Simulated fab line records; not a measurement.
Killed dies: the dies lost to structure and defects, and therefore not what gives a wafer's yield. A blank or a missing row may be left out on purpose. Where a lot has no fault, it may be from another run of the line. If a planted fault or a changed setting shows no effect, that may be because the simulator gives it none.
Struck lot and sound lot, side by side / flow gf180mcu / 15 steps out of a route of 602
Sound: wafers L986.1, L986.2, L986.3. Struck: wafer L103.2. (L103.1, L103.6 of the same lot were not struck and are left out.) The cause comes at the end.
At each step with rows: each side's tool, then ch and its chambers, then its first start. Under that, the readings that differ: sound wafers / struck wafers / difference of the means / sigmas: that difference in standard deviations of wafers without a fault.
alike: words and numbers the same on both sides, and readings whose means are apart by under 2 such deviations; not compared: readings that were withheld, readings missing a value for some wafer, numbers with overlapping values and no deviation given by the record, and bounds like >300 which may hide the same value.
Wherever a step has rows on one side only, a row that says differs or no value, or a row with sigmas, the two part there. When numbers do not overlap yet have no deviation, they are printed without sigmas and do not part them. A reading missing from all wafers of one side parts the sides only when that side holds two or more wafers.

GF_V2_CD_MEAS_14: target cd 260 nm.
  sound: cdSem-01 at day 19 23:49; struck: cdSem-01 at day 26 12:20
  alike: cdNm
GF_V2_OVL_MEAS_15:
  sound: overlay-02 at day 19 23:56; struck: overlay-01 at day 26 12:28
  alike: V2_OVL
GF_V2_ETCH_16: etches BARC in N2/H2.
  sound on rieDiel-01 ch 0,1,3, day 19 23:59; struck on rieDiel-02 ch 2, day 26 12:30
reading=throttleValvePct (%); sound=13.223 13.219 13.214; struck=13.242; difference=+0.023; sigmas=+3
  alike: drypumpMotorCurrentA, oesProductAu
then, 1 step without rows for these wafers: GF_V2_ETCH_17 (etches SiO2 in C4F8/O2/Ar, stops on TiN, target depth 630 nm).
GF_V2_STRIP_18: strips in O2/N2.
  sound on plasmaAsher-01 ch 0,1, day 20 00:07; struck on plasmaAsher-04 ch 0, day 26 12:38
reading=heaterPowerW (W); sound=342 395 391; struck=274; difference=-102; sigmas=-3
  alike: drypumpMotorCurrentA, oesProductAu
  not compared: rfHoursCounterH
then, 2 steps without rows for these wafers: GF_V2_STRIP_19 (strips in post etch residue remover, time 1200 s); GF_V2_CLEAN_20 (cleans in DIW).
GF_V2_SPUTTER_21: material Ti, target thk 15 nm, time 80.02 s.
  sound: pvdSputter-02 at day 20 00:38; struck: pvdSputter-01 at day 26 13:11
  alike: throttleValvePct
GF_V2_SPUTTER_22: material TiN, target thk 10 nm, time 40 s.
  sound: pvdSputter-02 at day 20 00:42; struck: pvdSputter-01 at day 26 13:14
  alike: throttleValvePct
GF_V2_CVD_23: deposits W, target thk 350 nm, time 104.94 s.
  sound on cvdW-01 ch 0,1, day 20 00:44; struck on cvdW-01 ch 0, day 26 13:17
  alike: heaterPowerW
GF_V2_RS_MEAS_24: measurement is done with a four-point probe.
  sound: filmMetro-04 at day 20 00:51; struck: filmMetro-04 at day 26 13:23
  alike: V2_W_RS
GF_V2_THK_MEAS_25: measures by xrf.
  sound: filmMetro-04 at day 20 00:58; struck: filmMetro-04 at day 26 13:31
  alike: V2_W_THK
GF_V2_CMP_26: polishes, stops on SiO2, t overpolish 15 s, target thk 0 nm.
  sound on cmp-02 ch 0,1,2, day 20 01:02; struck on cmp-02 ch 1, day 26 13:34
reading=timeToEndpointS (s); sound=82 79 82; struck=47; difference=-34; sigmas=-11
  alike: motorCurrentA, overpolishRunS
then, 2 steps without rows for these wafers: GF_M3_SPUTTER_00 (material Ti, target thk 37.5 nm, time 150 s); GF_PASSIVATION_PROBE_99.

WHERE THEY PART
First at GF_V2_ETCH_16; last, within this record, at GF_V2_CMP_26.

WHY: the cause the simulator had injected
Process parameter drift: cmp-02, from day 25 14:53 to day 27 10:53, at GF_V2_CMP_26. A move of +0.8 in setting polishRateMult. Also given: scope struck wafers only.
